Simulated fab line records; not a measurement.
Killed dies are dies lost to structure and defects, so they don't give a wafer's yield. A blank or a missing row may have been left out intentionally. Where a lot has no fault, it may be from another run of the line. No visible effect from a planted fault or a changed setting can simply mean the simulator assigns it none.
fab line records | flow sky130
record: lots: 6 | wafers: 18 | last-day: 50
route steps=708 shown METAL2@490 PAD_OPEN@708
lots untouched by any fault: they come from a run of this same line in which no faults occurred
start-h: hours from the record's opening day to when the first of the lot's shown wafers began | wait-h: hours elapsed since this lot's preceding step | " identical to the entry in the row above | L1.1+2: a row that stands for several wafers | - no value, or no start given | * or withheld: withheld | < > ~ a bound
route shown NAME@n: NAME is a module with steps in the file, n the number in the route of the first one | usual: the fault-free wafers' mean and standard deviation | same: alike in all rows | chamber/n: place in a boat | sites: readings site by site | _std_site: how widely they spread, as a standard deviation | _edge_site: mean of outer sites minus mean of inner sites | radius-mm: how far each site lies from the wafer's centre | mask NAME#n: copy n | behind: the tool/chamber that last shaped the wafer | hold: why the lot was held/for how many hours/how that ended | device: transistor that didn't switch, given as n, p or np | end of line: at the end of the route, the tests of the same wafers | step lacking rows: just its recipe | killed: dies lost to structure and defects at the first sort, not the wafer's yield | map: a wafer's dies, x killed, . not, _ none there
set.NAME: setting as actually run; set.NAME@STEP: the setting as run at that earlier step | model.NAME: the simulator's own value behind a step, which no gauge read
lots seen at some steps along the route; tables by step, rows by wafer
services: the hour from which a tool's chamber was out of use, counted from the record's first day as start-h (under 0 if before that day), plus the number of hours and why
== steps ==
step: SKY_METAL2_DEHYDRATE_07
recipe: temp-c: 200 | time-s: 60
step: SKY_METAL2_HMDS_08
recipe: prime-time-s: 60 | prime-temp-c: 120
step: SKY_METAL2_COAT_09
recipe: resist: BARC | temp-c: withheld | time-s: withheld | spin-rpm: 3000 | resist-thk-nm: 60
step: SKY_METAL2_COAT_10
recipe: resist: KrF-thick | spin-rpm: 3000 | resist-thk-nm: 450
step: SKY_METAL2_SOFTBAKE_11
recipe: temp-c: 100 | time-s: 90 | resist: KrF-thick
step: SKY_METAL2_EXPOSE_12
recipe: mask-id: MM2 | na: 0.8 | source-shape: annular | sigma-inner: 0.55 | sigma-outer: 0.85 | target-cd-nm: 140 | dose-mj: 28
step: SKY_METAL2_PEB_13
recipe: peb-temp-c: withheld | peb-time-s: withheld | resist: KrF-thick
step: SKY_METAL2_DEVELOP_14
recipe: develop-time-s: 60 | resist: KrF-thick | dev-temp-c: 21
step: SKY_METAL2_CD_MEAS_15
recipe: target-cd-nm: 140
usual: cd-nm: 140.3/1.4
lot.wafer | tool      | chamber | start-h | wait-h | cd-nm
L946.2    | cd-sem-01 | -       | 823.96  | -      | 141.3
L946.3    | "         | -       | "       | "      | 141.3
L946.4    | "         | -       | "       | "      | 140.7
L955.3    | cd-sem-01 | -       | 889.76  | -      | 142.4
L955.4    | "         | -       | "       | "      | 141.6
L955.5    | "         | -       | "       | "      | 141.5
L963.2    | cd-sem-02 | -       | 972.26  | -      | 138.4
L963.4    | "         | -       | "       | "      | 137.3
L963.6    | "         | -       | "       | "      | 137.8
L966.1    | cd-sem-01 | -       | 973.02  | -      | 142.2
L966.2    | "         | -       | "       | "      | 142.7
L966.4    | "         | -       | "       | "      | 141.9
L967.1    | cd-sem-02 | -       | 979.77  | -      | 140.7
L967.3    | "         | -       | "       | "      | 141.1
L967.5    | "         | -       | "       | "      | 141.3
L969.2    | cd-sem-01 | -       | 984.13  | -      | 139.3
L969.3    | "         | -       | "       | "      | 139.4
L969.6    | "         | -       | "       | "      | 138.9
step: SKY_METAL2_OVL_MEAS_16
usual: METAL2_OVL: 1/5.3
lot.wafer | tool       | chamber | start-h | wait-h | METAL2_OVL[nm]
L946.2    | overlay-01 | -       | 824.07  | 0.1    | 1
L946.3    | "          | -       | "       | "      | -3
L946.4    | "          | -       | "       | "      | -1
L955.3    | overlay-01 | -       | 889.85  | 0.1    | 7
L955.4    | "          | -       | "       | "      | 9
L955.5    | "          | -       | "       | "      | 9
L963.2    | overlay-02 | -       | 972.37  | 0.1    | 9
L963.4    | "          | -       | "       | "      | 8
L963.6    | "          | -       | "       | "      | 8
L966.1    | overlay-01 | -       | 973.14  | 0.1    | 1
L966.2    | "          | -       | "       | "      | 6
L966.4    | "          | -       | "       | "      | 3
L967.1    | overlay-02 | -       | 979.89  | 0.1    | 0
L967.3    | "          | -       | "       | "      | 4
L967.5    | "          | -       | "       | "      | -2
L969.2    | overlay-02 | -       | 984.24  | 0.1    | -4
L969.3    | "          | -       | "       | "      | -5
L969.6    | "          | -       | "       | "      | -3
step: SKY_METAL2_DESCUM_17
recipe: chemistry: O2 | source-power-w: 150 | bias-power-w: 0 | pressure-mtorr: 10 | temp-c: 40 | time-s: 8
usual: drypump-motor-current-A: 5.5/0.53 | oes-product-au: 1.004/0.0084
lot.wafer | tool         | chamber | start-h | wait-h | drypump-motor-current-A | oes-product-au | rf-hours-counter-h
L946.2    | rie-metal-02 | 1       | 824.10  | 0.0    | 6.1                     | 0.997          | 5
L946.3    | "            | 1       | "       | "      | 6.1                     | 1.003          | -
L946.4    | "            | 0       | "       | "      | 5.0                     | 1.013          | -
L955.3    | rie-metal-04 | 0       | 889.89  | 0.0    | 5.9                     | 1.008          | -
L955.4    | "            | 1       | "       | "      | 6.0                     | 1.005          | -
L955.5    | "            | 1       | "       | "      | 6.0                     | 1.003          | -
L963.2    | rie-metal-02 | 1       | 972.40  | 0.0    | 6.1                     | 1.002          | 12
L963.4    | "            | 1       | "       | "      | 6.1                     | 1.007          | -
L963.6    | "            | 0       | "       | "      | 5.0                     | 1.014          | -
L966.1    | rie-metal-04 | 0       | 973.18  | 0.0    | 5.9                     | 0.995          | 2
L966.2    | "            | 1       | "       | "      | 6.0                     | 1.007          | 14
L966.4    | "            | 0       | "       | "      | 5.9                     | 0.995          | -
L967.1    | rie-metal-04 | 0       | 979.93  | 0.0    | 5.9                     | 1.000          | 2
L967.3    | "            | 1       | "       | "      | 6.0                     | 1.008          | -
L967.5    | "            | 0       | "       | "      | 5.8                     | 1.001          | -
L969.2    | rie-metal-03 | 1       | 984.27  | 0.0    | 4.7                     | 0.989          | 11
L969.3    | "            | 1       | "       | "      | 4.7                     | 0.988          | -
L969.6    | "            | 0       | "       | "      | 5.7                     | 0.999          | -
step: SKY_METAL2_ETCH_18
recipe: chemistry: N2/H2 | target: BARC | ion-energy-ev: 200 | bias-w: 100 | pressure-mtorr: 30 | n2-flow-sccm: 100 | h2-flow-sccm: 200 | icp-w: 500 | stop-on: SiO2 | time-s: 45.9 | target-depth-a: 600
usual: bias-w: 100.0/0.33 | drypump-motor-current-A: 5.5/0.53 | oes-product-au: 0.854/0.0046 | run-length-s: 74.5/0.66 | throttle-valve-pct: 13.225/0.0091
lot.wafer | tool         | chamber | start-h | wait-h | bias-w | drypump-motor-current-A | oes-product-au | rf-hours-counter-h | run-length-s | throttle-valve-pct
L946.2    | rie-metal-02 | 1       | 824.13  | 0.0    | 100.5  | 6.1                     | 0.840          | 5                  | 75.1         | 13.220
L946.3    | "            | 1       | "       | "      | 100.4  | 6.1                     | 0.847          | -                  | 74.9         | 13.231
L946.4    | "            | 0       | "       | "      | 99.8   | 5.0                     | 0.849          | -                  | 74.9         | 13.218
L955.3    | rie-metal-04 | 0       | 889.93  | 0.0    | 99.4   | 5.9                     | 0.853          | -                  | 73.8         | 13.213
L955.4    | "            | 1       | "       | "      | 99.3   | 6.0                     | 0.854          | -                  | 74.1         | 13.205
L955.5    | "            | 1       | "       | "      | 99.4   | 6.0                     | 0.845          | -                  | 74.4         | 13.223
L963.2    | rie-metal-02 | 1       | 972.43  | 0.0    | 100.3  | 6.1                     | 0.856          | 12                 | 74.7         | 13.237
L963.4    | "            | 1       | "       | "      | 100.4  | 6.1                     | 0.857          | -                  | 74.8         | 13.236
L963.6    | "            | 0       | "       | "      | 99.5   | 5.0                     | 0.857          | -                  | 74.1         | 13.239
L966.1    | rie-metal-04 | 0       | 973.21  | 0.0    | 100.2  | 5.9                     | 0.865          | 2                  | 74.2         | 13.231
L966.2    | "            | 1       | "       | "      | 99.6   | 5.9                     | 0.850          | 14                 | 74.1         | 13.219
L966.4    | "            | 0       | "       | "      | 99.9   | 5.9                     | 0.848          | -                  | 73.8         | 13.229
L967.1    | rie-metal-04 | 0       | 979.96  | 0.0    | 99.9   | 5.8                     | 0.841          | 2                  | 73.8         | 13.238
L967.3    | "            | 1       | "       | "      | 100.0  | 6.0                     | 0.855          | -                  | 74.3         | 13.240
L967.5    | "            | 0       | "       | "      | 100.0  | 5.8                     | 0.855          | -                  | 74.1         | 13.233
L969.2    | rie-metal-03 | 1       | 984.31  | 0.0    | 99.7   | 4.7                     | 0.854          | 11                 | 77.7         | 13.228
L969.3    | "            | 1       | "       | "      | 99.5   | 4.7                     | 0.853          | -                  | 77.3         | 13.231
L969.6    | "            | 0       | "       | "      | 100.1  | 5.6                     | 0.847          | -                  | 77.0         | 13.240
step: SKY_METAL2_METAL_ETCH_19
recipe: target-depth-a: 3600 | stop-on: SiO2 | over-etch-frac: 0.3 | time-s: 78 | chemistry: Cl2/BCl3 | resist-sidewall-deg: 88 | pressure-mtorr: 10 | icp-w: 900 | bias-w: 48.5 | Cl2_flow_sccm: 60 | bcl3-flow-sccm: 30
usual: bias-w: 48.51/0.14 | drypump-motor-current-A: 5.5/0.53 | mfc-cl2-sccm: 60.00/0.19 | oes-product-au: 0.853/0.0057 | run-length-s: 106.6/0.7 | throttle-valve-pct: 22.263/0.0095
lot.wafer | tool         | chamber | start-h | wait-h | bias-w | drypump-motor-current-A | mfc-cl2-sccm | oes-product-au | rf-hours-counter-h | run-length-s | throttle-valve-pct
L946.2    | rie-metal-02 | 1       | 824.19  | 0.0    | 48.77  | 6.1                     | 60.22        | 0.842          | 5                  | 106.9        | 22.266
L946.3    | "            | 1       | "       | "      | 48.56  | 6.1                     | 60.00        | 0.849          | -                  | 107.1        | 22.264
L946.4    | "            | 0       | "       | "      | 48.39  | 5.0                     | 59.79        | 0.847          | -                  | 106.6        | 22.258
L955.3    | rie-metal-04 | 0       | 890.00  | 0.1    | 48.49  | 5.8                     | 60.03        | 0.856          | -                  | 106.3        | 22.276
L955.4    | "            | 1       | "       | "      | 48.75  | 6.0                     | 60.07        | 0.853          | -                  | 106.7        | 22.253
L955.5    | "            | 1       | "       | "      | 48.68  | 6.0                     | 59.70        | 0.854          | -                  | 106.2        | 22.265
L963.2    | rie-metal-02 | 1       | 972.49  | 0.0    | 48.51  | 6.1                     | 60.18        | 0.859          | 12                 | 107.3        | 22.245
L963.4    | "            | 1       | "       | "      | 48.59  | 6.1                     | 60.01        | 0.860          | -                  | 106.9        | 22.261
L963.6    | "            | 0       | "       | "      | 48.70  | 5.0                     | 59.95        | 0.855          | -                  | 106.1        | 22.260
L966.1    | rie-metal-04 | 0       | 973.27  | 0.0    | 48.50  | 5.8                     | 60.62        | 0.821          | 2                  | 111.7        | 22.278
L966.2    | "            | 1       | "       | "      | 48.73  | 6.0                     | 59.82        | 0.857          | 14                 | 106.3        | 22.254
L966.4    | "            | 0       | "       | "      | 48.44  | 5.8                     | 60.40        | 0.831          | -                  | 111.9        | 22.282
L967.1    | rie-metal-04 | 0       | 980.02  | 0.0    | 48.39  | 5.9                     | 60.20        | 0.817          | 2                  | 111.9        | 22.248
L967.3    | "            | 1       | "       | "      | 48.45  | 6.0                     | 60.03        | 0.844          | -                  | 106.5        | 22.264
L967.5    | "            | 0       | "       | "      | 48.32  | 5.8                     | 59.91        | 0.826          | -                  | 112.0        | 22.273
L969.2    | rie-metal-03 | 1       | 984.39  | 0.1    | 48.47  | 4.7                     | 60.26        | 0.856          | 11                 | 109.5        | 22.267
L969.3    | "            | 1       | "       | "      | 48.60  | 4.7                     | 59.78        | 0.858          | -                  | 109.7        | 22.268
L969.6    | "            | 0       | "       | "      | 48.28  | 5.6                     | 60.09        | 0.853          | -                  | 109.7        | 22.273
step: SKY_METAL2_STRIP_20
recipe: chemistry: O2/N2 | power-w: 1400 | pressure-mtorr: 1500 | platen-temp-c: withheld | o2-flow-sccm: 3000 | n2-flow-sccm: 300 | overash-fraction: 0.5
usual: drypump-motor-current-A: 5.7/0.49 | oes-product-au: 0.342/0.0048 | strip-time-to-endpoint-s: 2.67/0.034
lot.wafer | tool            | chamber | start-h | wait-h | drypump-motor-current-A | oes-product-au | rf-hours-counter-h | strip-time-to-endpoint-s
L946.2    | plasma-asher-04 | 0       | 824.28  | 0.1    | 6.0                     | 0.342          | 40                 | 2.66
L946.3    | "               | 1       | "       | "      | 5.4                     | 0.345          | -                  | 2.64
L946.4    | "               | 0       | "       | "      | 6.0                     | 0.343          | -                  | 2.66
L955.3    | plasma-asher-03 | 0       | 890.10  | 0.1    | 6.3                     | 0.339          | -                  | 2.67
L955.4    | "               | 1       | "       | "      | 5.4                     | 0.345          | -                  | 2.67
L955.5    | "               | 0       | "       | "      | 6.2                     | 0.352          | -                  | 2.70
L963.2    | plasma-asher-01 | 0       | 972.58  | 0.1    | 6.3                     | 0.337          | 21                 | 2.67
L963.4    | "               | 0       | "       | "      | 6.3                     | 0.345          | -                  | 2.68
L963.6    | "               | 0       | "       | "      | 6.3                     | 0.336          | -                  | 2.65
L966.1    | plasma-asher-04 | 0       | 973.36  | 0.1    | 6.0                     | 0.339          | 55                 | 2.51
L966.2    | "               | 1       | "       | "      | 5.4                     | 0.337          | 55                 | 2.59
L966.4    | "               | 0       | "       | "      | 6.0                     | 0.329          | -                  | 2.49
L967.1    | plasma-asher-03 | 1       | 980.11  | 0.1    | 5.4                     | 0.334          | 82                 | 2.53
L967.3    | "               | 1       | "       | "      | 5.3                     | 0.338          | -                  | 2.64
L967.5    | "               | 0       | "       | "      | 6.2                     | 0.338          | -                  | 2.55
L969.2    | plasma-asher-01 | 0       | 984.51  | 0.1    | 6.3                     | 0.345          | 23                 | 2.77
L969.3    | "               | 0       | "       | "      | 6.3                     | 0.341          | -                  | 2.76
L969.6    | "               | 0       | "       | "      | 6.3                     | 0.342          | -                  | 2.71
step: SKY_METAL2_STRIP_21
recipe: chemistry: post-etch-residue-remover | time-s: 1200 | temp-c: 72.5
step: SKY_PAD_OPEN_PROBE_99
usual: defect-limited-yield: 82.6/1.8 | killed_at_M0_to_M3: 44/6.3 | killed_at_M4_up: 2.8/1.7 | killed-at-contacts: 25/5.8 | killed-at-front-end: 14/4.4 | killed-at-other: 0.3/0.49 | killed-dies: 86/8.7 | killed-open: 48/5.8 | killed-short: 38/6 | sort_bin_3_pad_short: 0.8/0.39 | sort_bin_5_function: 10.4/1.4 | sort_bin_6_memory: 6.2/1.1 | sort-n-pass: 406/8.7 | sort-yield-pct: 82.6/1.8
same: gross-dies: 492 | killed-at-back-side: 0 | sort_bin_4_leakage[%]: 0 | sort_bin_8_speed[%]: 0
lot.wafer | tool      | chamber | start-h | wait-h | defect-limited-yield[%] | killed_at_M0_to_M3 | killed_at_M4_up | killed-at-contacts | killed-at-front-end | killed-at-other | killed-dies | killed-open | killed-short | sort_bin_3_pad_short[%] | sort_bin_5_function[%] | sort_bin_6_memory[%] | sort-n-pass | sort-yield-pct[%]
L946.2    | prober-02 | -       | 1076.80 | 0.1    | 82.5                    | 46                 | 4               | 21                 | 15                  | 0               | 86          | 45          | 41           | 0.8                     | 10.6                   | 6.1                  | 406         | 82.5
L946.3    | prober-02 | -       | 1076.85 | 0.2    | 83.7                    | 44                 | 3               | 18                 | 15                  | 0               | 80          | 48          | 32           | 0.6                     | 10.6                   | 5.1                  | 412         | 83.7
L946.4    | prober-02 | -       | 1076.90 | 0.2    | 79.3                    | 46                 | 5               | 28                 | 22                  | 1               | 102         | 53          | 49           | 0.8                     | 11.8                   | 8.1                  | 390         | 79.3
L955.3    | prober-01 | -       | 1128.02 | 0.2    | 81.9                    | 42                 | 3               | 33                 | 11                  | 0               | 89          | 53          | 36           | 1.0                     | 10.4                   | 6.7                  | 403         | 81.9
L955.4    | prober-01 | -       | 1128.07 | 0.2    | 80.9                    | 34                 | 8               | 38                 | 14                  | 0               | 94          | 53          | 41           | 1.0                     | 12.0                   | 6.1                  | 398         | 80.9
L955.5    | prober-01 | -       | 1128.12 | 0.2    | 81.3                    | 48                 | 1               | 31                 | 12                  | 0               | 92          | 57          | 35           | 0.6                     | 11.8                   | 6.3                  | 400         | 81.3
L963.2    | prober-02 | -       | 1189.74 | 0.1    | 80.7                    | 47                 | 4               | 23                 | 21                  | 0               | 95          | 50          | 45           | 1.2                     | 11.4                   | 6.7                  | 397         | 80.7
L963.4    | prober-02 | -       | 1189.84 | 0.2    | 82.5                    | 38                 | 6               | 27                 | 15                  | 0               | 86          | 43          | 43           | 1.0                     | 8.7                    | 7.7                  | 406         | 82.5
L963.6    | prober-02 | -       | 1189.94 | 0.2    | 80.1                    | 39                 | 4               | 30                 | 25                  | 0               | 98          | 55          | 43           | 1.0                     | 11.0                   | 7.9                  | 394         | 80.1
L966.1    | prober-01 | -       | 1190.29 | 0.1    | 84.6                    | 32                 | 4               | 26                 | 14                  | 0               | 76          | 44          | 32           | 0.6                     | 10.4                   | 4.5                  | 416         | 84.6
L966.2    | prober-01 | -       | 1190.34 | 0.1    | 80.5                    | 51                 | 2               | 25                 | 18                  | 0               | 96          | 44          | 52           | 1.8                     | 10.2                   | 7.5                  | 396         | 80.5
L966.4    | prober-01 | -       | 1190.44 | 0.2    | 81.9                    | 45                 | 0               | 25                 | 18                  | 1               | 89          | 47          | 42           | 1.0                     | 10.0                   | 7.1                  | 403         | 81.9
L967.1    | prober-02 | -       | 1195.46 | 0.1    | 82.7                    | 48                 | 2               | 25                 | 10                  | 0               | 85          | 43          | 42           | 1.4                     | 9.8                    | 6.1                  | 407         | 82.7
L967.3    | prober-02 | -       | 1195.56 | 0.2    | 84.3                    | 41                 | 3               | 19                 | 13                  | 1               | 77          | 44          | 33           | 0.6                     | 7.9                    | 7.1                  | 415         | 84.3
L967.5    | prober-02 | -       | 1195.66 | 0.2    | 82.1                    | 45                 | 4               | 27                 | 12                  | 0               | 88          | 47          | 41           | 1.4                     | 11.6                   | 4.9                  | 404         | 82.1
L969.2    | prober-01 | -       | 1196.70 | 0.1    | 82.3                    | 55                 | 6               | 16                 | 10                  | 0               | 87          | 50          | 37           | 0.8                     | 11.0                   | 5.9                  | 405         | 82.3
L969.3    | prober-01 | -       | 1196.75 | 0.2    | 85.2                    | 46                 | 2               | 19                 | 6                   | 0               | 73          | 39          | 34           | 1.4                     | 6.9                    | 6.5                  | 419         | 85.2
L969.6    | prober-01 | -       | 1196.90 | 0.2    | 83.7                    | 44                 | 3               | 17                 | 15                  | 1               | 80          | 43          | 37           | 0.4                     | 9.6                    | 6.3                  | 412         | 83.7
killed by level:class
L946.2 VIA2:geometric-particle:open=8 VIA1:geometric-particle:open=8 METAL2:geometric-particle:short=8 CONTACT:geometric-particle:open=7 LI_CONTACT:geometric-particle:open=5 METAL1:geometric-particle:short=5 POLY_GATE:geometric-particle:short=4 LI_CONTACT:geometric-particle:short=4
L946.3 CONTACT:geometric-particle:open=11 VIA1:geometric-particle:open=9 VIA3:geometric-particle:open=8 METAL2:geometric-particle:short=5 VIA2:geometric-particle:short=5 VIA2:geometric-particle:open=4 VIA1:geometric-particle:short=4 POLY_GATE:geometric-particle:open=3
L946.4 LI_CONTACT:geometric-particle:open=12 VIA1:geometric-particle:open=10 VIA1:geometric-particle:short=10 FIELD_ISO:geometric-particle:open=7 CONTACT:geometric-particle:short=7 VIA3:geometric-particle:open=7 POLY_GATE:geometric-particle:open=6 VIA2:geometric-particle:open=6
L955.3 LI_CONTACT:geometric-particle:open=11 CONTACT:geometric-particle:open=11 VIA3:geometric-particle:open=9 CONTACT:geometric-particle:short=7 VIA1:geometric-particle:open=7 VIA2:geometric-particle:open=6 VIA1:geometric-particle:short=5 METAL1:geometric-particle:short=5
L955.4 LI_CONTACT:geometric-particle:open=15 VIA1:geometric-particle:open=9 CONTACT:geometric-particle:open=8 METAL4:geometric-particle:short=8 CONTACT:geometric-particle:short=7 VIA2:geometric-particle:open=6 VIA3:geometric-particle:open=5 LOCAL_INTERCONNECT:geometric-particle:short=5
L955.5 VIA1:geometric-particle:open=13 CONTACT:geometric-particle:open=11 VIA3:geometric-particle:open=9 CONTACT:geometric-particle:short=6 METAL2:geometric-particle:short=5 LI_CONTACT:geometric-particle:open=5 LOCAL_INTERCONNECT:geometric-particle:short=5 VIA2:geometric-particle:open=5
L963.2 CONTACT:geometric-particle:open=10 VIA1:geometric-particle:open=8 VIA2:geometric-particle:open=8 METAL2:geometric-particle:short=7 FIELD_ISO:geometric-particle:open=6 CONTACT:geometric-particle:short=6 VIA3:geometric-particle:open=6 METAL1:geometric-particle:short=5
L963.4 CONTACT:geometric-particle:open=9 LI_CONTACT:geometric-particle:open=7 METAL2:geometric-particle:short=6 VIA2:geometric-particle:open=5 METAL1:geometric-particle:short=5 VIA1:geometric-particle:open=5 METAL4:geometric-particle:short=5 POLY_GATE:geometric-particle:open=4
L963.6 LI_CONTACT:geometric-particle:open=10 VIA3:geometric-particle:open=9 VIA2:geometric-particle:open=9 FIELD_ISO:geometric-particle:short=7 VIA1:geometric-particle:open=7 CONTACT:geometric-particle:open=6 LOCAL_INTERCONNECT:geometric-particle:short=6 FIELD_ISO:geometric-particle:open=5
L966.1 CONTACT:geometric-particle:open=10 LI_CONTACT:geometric-particle:open=6 VIA1:geometric-particle:open=6 VIA3:geometric-particle:open=5 LOCAL_INTERCONNECT:geometric-particle:short=5 VIA1:geometric-particle:short=5 VIA2:geometric-particle:open=5 FIELD_ISO:geometric-particle:open=4
L966.2 METAL1:geometric-particle:short=10 CONTACT:geometric-particle:open=9 LI_CONTACT:geometric-particle:open=9 FIELD_ISO:geometric-particle:short=8 VIA2:geometric-particle:open=7 VIA2:geometric-particle:short=6 VIA1:geometric-particle:open=6 VIA3:geometric-particle:open=6
L966.4 LI_CONTACT:geometric-particle:open=8 VIA1:geometric-particle:open=8 VIA3:geometric-particle:open=7 METAL1:geometric-particle:short=7 POLY_GATE:geometric-particle:open=6 CONTACT:geometric-particle:open=6 POLY_GATE:geometric-particle:short=5 CONTACT:geometric-particle:short=5
L967.1 VIA1:geometric-particle:open=13 CONTACT:geometric-particle:open=9 LOCAL_INTERCONNECT:geometric-particle:short=6 CONTACT:geometric-particle:short=6 METAL2:geometric-particle:short=6 VIA2:geometric-particle:open=5 METAL3:geometric-particle:short=5 LI_CONTACT:geometric-particle:open=4
L967.3 VIA3:geometric-particle:open=9 VIA1:geometric-particle:open=8 VIA2:geometric-particle:open=7 CONTACT:geometric-particle:open=6 LI_CONTACT:geometric-particle:open=5 VIA1:geometric-particle:short=5 POLY_GATE:geometric-particle:short=4 CONTACT:geometric-particle:short=4
L967.5 CONTACT:geometric-particle:open=13 VIA1:geometric-particle:open=9 VIA3:geometric-particle:open=9 CONTACT:geometric-particle:short=7 METAL1:geometric-particle:short=5 VIA1:geometric-particle:short=5 VIA3:geometric-particle:short=5 FIELD_ISO:geometric-particle:short=4
L969.2 VIA1:geometric-particle:open=20 VIA2:geometric-particle:open=8 VIA1:geometric-particle:short=7 METAL2:geometric-particle:short=6 POLY_GATE:geometric-particle:short=5 CONTACT:geometric-particle:open=5 VIA3:geometric-particle:open=5 LI_CONTACT:geometric-particle:open=4
L969.3 METAL1:geometric-particle:short=11 VIA1:geometric-particle:open=10 CONTACT:geometric-particle:open=7 VIA3:geometric-particle:open=6 VIA2:geometric-particle:open=6 LOCAL_INTERCONNECT:geometric-particle:short=5 CONTACT:geometric-particle:short=3 VIA1:geometric-particle:short=3
L969.6 VIA1:geometric-particle:open=12 CONTACT:geometric-particle:open=8 VIA1:geometric-particle:short=7 METAL2:geometric-particle:short=6 POLY_GATE:geometric-particle:short=5 POLY_GATE:geometric-particle:open=5 VIA2:geometric-particle:open=5 VIA3:geometric-particle:open=4
== services ==
tool            | chamber | start-h | hours | kind
rie-metal-02    | -       | 802.54  | 0.6   | repair
plasma-asher-04 | -       | 837.98  | 1.5   | repair
plasma-asher-01 | -       | 844.24  | 4.9   | repair
plasma-asher-01 | -       | 850.59  | 5.1   | repair
rie-metal-03    | 0       | 883.55  | -     | clean
rie-metal-03    | 0       | 883.55  | 19.7  | scheduled-down
rie-metal-03    | 0       | 883.55  | 19.7  | vent-cycle
rie-metal-04    | 1       | 896.64  | 3.8   | repair
rie-metal-04    | 0       | 911.39  | -     | clean
rie-metal-04    | 0       | 911.39  | 16.2  | scheduled-down
rie-metal-04    | 0       | 911.39  | 16.2  | vent-cycle
plasma-asher-01 | -       | 944.42  | 5.5   | repair
plasma-asher-03 | -       | 974.12  | 0.9   | repair
== key ==
first-sign: step: SKY_METAL2_METAL_ETCH_19 | reading: run-length-s | direction: up | sigmas: 7.5 | usual: * | struck: *
effect: step: SKY_METAL2_METAL_ETCH_19 | reading: oes-product-au | direction: down | sigmas: 5.2 | usual: 0.853 | struck: 0.824
effect: step: SKY_METAL2_STRIP_20 | reading: strip-time-to-endpoint-s | direction: down | sigmas: 4.6 | usual: * | struck: *
met-at SKY_METAL2_METAL_ETCH_19
struck-wafers L966.1,L966.4,L967.1,L967.5
onset-between 890.00 973.27
fault: kind: process-parameter-drift | tool: rie-metal-04 | chamber: 0 | onset-h: 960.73 | steps: SKY_METAL2_METAL_ETCH_19 | channel: time-s | offset: * | shape: step | end-h: 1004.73 | acts-in: * | stated: *
